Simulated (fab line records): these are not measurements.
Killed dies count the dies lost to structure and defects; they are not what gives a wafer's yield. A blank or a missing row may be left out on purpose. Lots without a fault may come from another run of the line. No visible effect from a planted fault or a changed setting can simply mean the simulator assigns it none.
Which of the tools did it?    flow sky130    42 wafers from 14 lots sampled at 4 of the route's 708 steps

== WHAT THE GAUGES SHOWED, per wafer ==
SKY_PAD_OPEN_BOW_MEAS_13.
lot   measured      on             PAD_OPEN_BOW (um)
L202  day 45 19:01  film_metro-03  45 42 48
L203  day 45 23:07  film_metro-03  30 29 29
L205  day 46 10:40  film_metro-04  49 39 62
L204  day 46 12:29  film_metro-01  30 35 38
L209  day 48 04:05  film_metro-01  51 48 37
L211  day 48 06:05  film_metro-01  38 51 49
L214  day 48 15:37  film_metro-01  52 57 51
L215  day 49 01:47  film_metro-04  42 49 53
L216  day 49 03:51  film_metro-04  44 53 45
L217  day 49 05:55  film_metro-03  38 34 38
L222  day 50 04:35  film_metro-04  47 40 47
L223  day 50 12:31  film_metro-03  53 55 43
L224  day 50 15:23  film_metro-03  41 49 49
L225  day 50 20:07  film_metro-03  59 46 56

== WHICH TOOL RAN EACH LOT (tool, then ch and the chambers of the sampled wafers, then the start) ==
lot   SKY_CONTACT_CLEAN_21             SKY_METAL4_METAL_ETCH_18           SKY_VIA4_ETCH_12
L202  wet_bench-03 ch 2, day 31 18:03  rie_metal-02 ch 0,1, day 41 18:46  rie_diel-01 ch 2,3, day 42 19:43
L203  wet_bench-02 ch 1, day 31 20:39  rie_metal-02 ch 0,1, day 42 00:04  rie_diel-04 ch 2,3, day 43 01:13
L205  wet_bench-02 ch 2, day 32 12:57  rie_metal-02 ch 0,1, day 42 12:40  rie_diel-04 ch 0,1, day 43 12:42
L204  wet_bench-03 ch 1, day 32 13:57  rie_metal-04 ch 0, day 42 13:54    rie_diel-04 ch 0,1,3, day 43 13:43
L209  wet_bench-03 ch 0, day 34 17:33  rie_metal-04 ch 0,1, day 44 10:31  rie_diel-02 ch 0,1,2, day 45 09:49
L211  wet_bench-03 ch 3, day 34 19:30  rie_metal-03 ch 0, day 44 12:56    rie_diel-02 ch 0,2,3, day 45 12:43
L214  wet_bench-03 ch 0, day 35 11:50  rie_metal-03 ch 0, day 45 03:12    rie_diel-01 ch 0,2,3, day 46 01:25
L215  wet_bench-03 ch 1, day 35 21:33  rie_metal-04 ch 0,1, day 45 12:05  rie_diel-02 ch 0,2, day 46 09:52
L216  wet_bench-02 ch 0, day 36 04:12  rie_metal-03 ch 0, day 45 16:13    rie_diel-04 ch 0,1,2, day 46 13:37
L217  wet_bench-02 ch 3, day 36 05:42  rie_metal-03 ch 0, day 45 17:25    rie_diel-01 ch 0,1,3, day 46 15:31
L222  wet_bench-02 ch 1, day 37 18:03  rie_metal-02 ch 0,1, day 46 21:40  rie_diel-01 ch 0,3, day 47 18:52
L223  wet_bench-02 ch 1, day 38 02:51  rie_metal-04 ch 0,1, day 47 05:58  rie_diel-04 ch 0,2,3, day 48 03:31
L224  wet_bench-03 ch 3, day 38 10:08  rie_metal-02 ch 0,1, day 47 10:53  rie_diel-04 ch 1,2, day 48 07:58
L225  wet_bench-02 ch 1, day 38 15:51  rie_metal-02 ch 1, day 47 15:13    rie_diel-04 ch 1,3, day 48 12:10
- SKY_CONTACT_CLEAN_21: cleans in IPA, time 180 s.
- SKY_METAL4_METAL_ETCH_18: etches the open film in Cl2/BCl3, stops on SiO2, target depth 845 nm, time 183.1 s.
- SKY_VIA4_ETCH_12: etches SiO2 in C4F8/O2/Ar, stops on TiN, target depth 580 nm.

== WHAT THE TOOLS THEMSELVES READ (means of the sampled wafers that have a number; where no wafer has one, the mark that the record gives instead) ==
SKY_METAL4_METAL_ETCH_18.
lot   tool          drypump_motor_current_A (A)  oes_product_au (a.u.)  throttle_valve_pct (%)
L202  rie_metal-02  6.4                          0.874                  22.266
L203  rie_metal-02  6.4                          0.873                  22.259
L205  rie_metal-02  6.5                          0.870                  22.257
L204  rie_metal-04  5.6                          0.859                  22.262
L209  rie_metal-04  5.5                          0.860                  22.265
L211  rie_metal-03  5.8                          0.854                  22.262
L214  rie_metal-03  5.8                          0.858                  22.263
L215  rie_metal-04  5.4                          0.868                  22.260
L216  rie_metal-03  5.9                          0.865                  22.258
L217  rie_metal-03  5.9                          0.879                  22.258
L222  rie_metal-02  6.5                          0.867                  22.273
L223  rie_metal-04  5.3                          0.874                  22.265
L224  rie_metal-02  6.4                          0.872                  22.264
L225  rie_metal-02  6.7                          0.864                  22.260

SKY_VIA4_ETCH_12.
lot   tool         oes_product_au (a.u.)
L202  rie_diel-01  0.927
L203  rie_diel-04  0.925
L205  rie_diel-04  0.922
L204  rie_diel-04  0.925
L209  rie_diel-02  0.927
L211  rie_diel-02  0.928
L214  rie_diel-01  0.923
L215  rie_diel-02  0.926
L216  rie_diel-04  0.927
L217  rie_diel-01  0.926
L222  rie_diel-01  0.923
L223  rie_diel-04  0.930
L224  rie_diel-04  0.921
L225  rie_diel-04  0.926

== THE ANSWER, worked out from the rows above alone ==
Rule: the usual values come from the lots themselves. Put in order of their means at a reading, lots are off if they are a third of the lots or fewer, leave a main group of 4 or more, and stand apart from it by a gap of 3 or more times the standard deviation of the main group's means; of several such gaps the widest counts. If all means in a main group match to the digits the tables above print for the reading, that group is not used. A lot without any number at a reading at which 4 lots or more have one is off too. Where the step has rows for the other lots, those lots are counted as sound. After the gauges, taken in route order, come the tools' own readings; for these a lot's mean is taken, as printed above. The first step at which some lot is off is used, and at that step the reading that is off furthest; a lot without a number counts as furthest.
Across all readings shown, no lot is off: no conclusion can be drawn from this.

== WHAT THE SIMULATOR HAD INSERTED ==
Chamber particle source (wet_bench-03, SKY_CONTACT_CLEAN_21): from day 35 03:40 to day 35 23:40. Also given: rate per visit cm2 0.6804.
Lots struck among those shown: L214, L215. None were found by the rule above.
